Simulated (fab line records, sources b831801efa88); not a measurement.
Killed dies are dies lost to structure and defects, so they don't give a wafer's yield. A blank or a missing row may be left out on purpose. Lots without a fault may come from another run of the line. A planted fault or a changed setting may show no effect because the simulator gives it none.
Which tool did it? | flow gf180mcu | 14 lots, 42 wafers sampled, at 3 steps of a route of 602

WHAT THE GAUGES READ, wafer by wafer
GF_MVSD_OVL_MEAS_07. Usual: MVSD_OVL -0.5 nm, standard deviation 1.4.
lot  | measured     | on         | MVSD_OVL (nm)  | flag
L765 | day 4 12:23  | overlay-01 | -0.3 -0.2 0.3  |
L766 | day 4 17:20  | overlay-01 | -2.6 -3.7 -0.4 |
L767 | day 5 04:30  | overlay-02 | -0.2 -0.2 -1.1 |
L769 | day 5 18:21  | overlay-01 | 1.2 -1.9 -0.6  |
L770 | day 5 19:21  | overlay-01 | -0.2 -0.6 0.0  |
L771 | day 6 00:09  | overlay-01 | -1.6 -0.9 -1.3 |
L772 | day 6 12:15  | overlay-02 | 0.0 -1.0 1.4   |
L773 | day 6 13:17  | overlay-02 | 0.2 1.1 0.1    |
L779 | day 7 19:39  | overlay-01 | -0.5 -3.0 -0.4 |
L782 | day 8 13:22  | overlay-02 | 2.4 3.0 0.5    |
L783 | day 8 20:33  | overlay-02 | 1.5 -0.2 -0.4  |
L786 | day 9 11:53  | overlay-02 | -3.2 -2.1 -2.4 |
L787 | day 9 18:59  | overlay-02 | -0.5 -0.2 -0.2 |
L788 | day 10 00:38 | overlay-01 | 0.4 -0.3 0.9   |

GF_POLY_GATE_THK_MEAS_17. Usual: POLY_GATE_OXIDATION_THK 3.99 nm, standard deviation 0.076.
lot  | measured     | on            | POLY_GATE_OXIDATION_THK (nm) | flag
L765 | day 9 09:07  | film_metro-02 | 3.95 3.90 3.93               |
L766 | day 9 13:55  | film_metro-01 | 4.04 4.13 4.08               |
L767 | day 10 08:37 | film_metro-01 | 4.03 3.96 4.01               |
L769 | day 10 20:10 | film_metro-04 | 3.96 4.07 4.10               |
L770 | day 10 21:52 | film_metro-02 | 4.06 4.14 4.06               |
L771 | day 11 05:59 | film_metro-04 | 4.01 3.99 3.91               |
L772 | day 11 20:46 | film_metro-02 | 4.08 4.08 4.05               |
L773 | day 11 22:01 | film_metro-04 | 4.01 4.00 4.00               |
L779 | day 13 06:52 | film_metro-01 | 4.06 4.06 4.04               |
L782 | day 14 00:22 | film_metro-01 | 4.04 4.03 4.01               |
L783 | day 14 05:31 | film_metro-02 | 3.98 3.87 3.99               |
L786 | day 14 23:27 | film_metro-04 | 4.03 4.06 4.03               |
L787 | day 15 09:11 | film_metro-02 | 4.00 3.97 3.99               |
L788 | day 15 19:19 | film_metro-02 | 3.95 3.92 3.95               |

WHICH TOOL RAN EACH LOT (tool, then ch and the chambers of the sampled wafers, then the start)
lot  | GF_VT_IMPLANT_SOFTBAKE_36
L765 | litho_track-01 ch 0, day 7 06:50
L766 | litho_track-02 ch 0, day 7 14:04
L767 | litho_track-01 ch 0, day 8 02:19
L769 | litho_track-02 ch 0, day 8 17:08
L770 | litho_track-01 ch 0, day 8 18:49
L771 | litho_track-03 ch 0, day 9 00:01
L772 | litho_track-02 ch 0, day 9 14:47
L773 | litho_track-03 ch 0, day 9 15:23
L779 | litho_track-03 ch 0, day 11 03:22
L782 | litho_track-03 ch 0, day 11 22:01
L783 | litho_track-03 ch 0, day 12 06:43
L786 | litho_track-01 ch 0, day 12 22:02
L787 | litho_track-01 ch 0, day 13 04:02
L788 | litho_track-01 ch 0, day 13 08:28
- GF_VT_IMPLANT_SOFTBAKE_36: time 60 s.

WHAT THE TOOLS THEMSELVES READ (means of the sampled wafers that have a number; where no wafer has one, the mark that the record gives instead)
GF_VT_IMPLANT_SOFTBAKE_36. Usual: heater_power_total_W 56.59 W, standard deviation 0.041; plate_temp_C 89.98 C, standard deviation 0.15; run_length_s 89.09 s, standard deviation 0.21.
lot  | tool           | heater_power_total_W (W) | plate_temp_C (C) | run_length_s (s) | flag
L765 | litho_track-01 | 56.62                    | 89.98            | 89.25            |
L766 | litho_track-02 | 56.61                    | 90.06            | 88.89            |
L767 | litho_track-01 | 56.60                    | 89.79            | 89.05            |
L769 | litho_track-02 | 56.58                    | 89.90            | 88.79            |
L770 | litho_track-01 | 56.58                    | 89.71            | 89.23            |
L771 | litho_track-03 | 56.60                    | 89.88            | 89.23            |
L772 | litho_track-02 | 56.60                    | 90.10            | 88.84            |
L773 | litho_track-03 | 56.59                    | 90.01            | 89.19            |
L779 | litho_track-03 | 59.20                    | -                | 81.89            | OFF
L782 | litho_track-03 | 59.17                    | -                | 82.01            | OFF
L783 | litho_track-03 | 59.14                    | -                | 81.96            | OFF
L786 | litho_track-01 | 56.55                    | 89.98            | 89.05            |
L787 | litho_track-01 | 56.55                    | 90.01            | 89.02            |
L788 | litho_track-01 | 56.60                    | 89.92            | 89.11            |

THE ANSWER, worked out from the rows above alone
Rule: a lot is off if the mean of its wafers that have a number lies more than 3 standard deviations from the usual mean. A lot without any number at a reading at which 4 lots or more have one is off too. The other lots that the step has rows for count as sound. The gauges are gone through in route order, then the tools' own readings, and for those a lot's mean is taken as printed above. The first step at which some lot is off is used, and at that step the reading that is off furthest; a lot without a number counts as furthest.
Off: L779, L782, L783, at GF_VT_IMPLANT_SOFTBAKE_36 (plate_temp_C). Without a number there: L779, L782, L783.
A tool fits if, at that step or a process step before it, it ran every lot that is off, and no sound lot after the first of them. One fits: litho_track-03 at GF_VT_IMPLANT_SOFTBAKE_36. Its last sound lot is L773 (day 9 15:23), its first lot that is off L779 (day 11 03:22): a fault that began between those two fits.
The tool's own readings at GF_VT_IMPLANT_SOFTBAKE_36 bear it out: on the lots that are off they differ by more than 5 times the standard deviation of the sound lots' means. heater_power_total_W reads 59.17 W there against 56.59 W on the sound lots; run_length_s reads 81.95 s there against 89.06 s on the sound lots.
Blank at GF_VT_IMPLANT_SOFTBAKE_36 on the lots that are off, where sound lots have numbers: plate_temp_C.

WHAT THE SIMULATOR HAD PUT IN
Process parameter drift: litho_track-03, from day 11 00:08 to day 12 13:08, at GF_VT_IMPLANT_SOFTBAKE_36. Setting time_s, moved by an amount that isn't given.
Lots struck among those shown: L779, L782, L783. The rule above found the same.
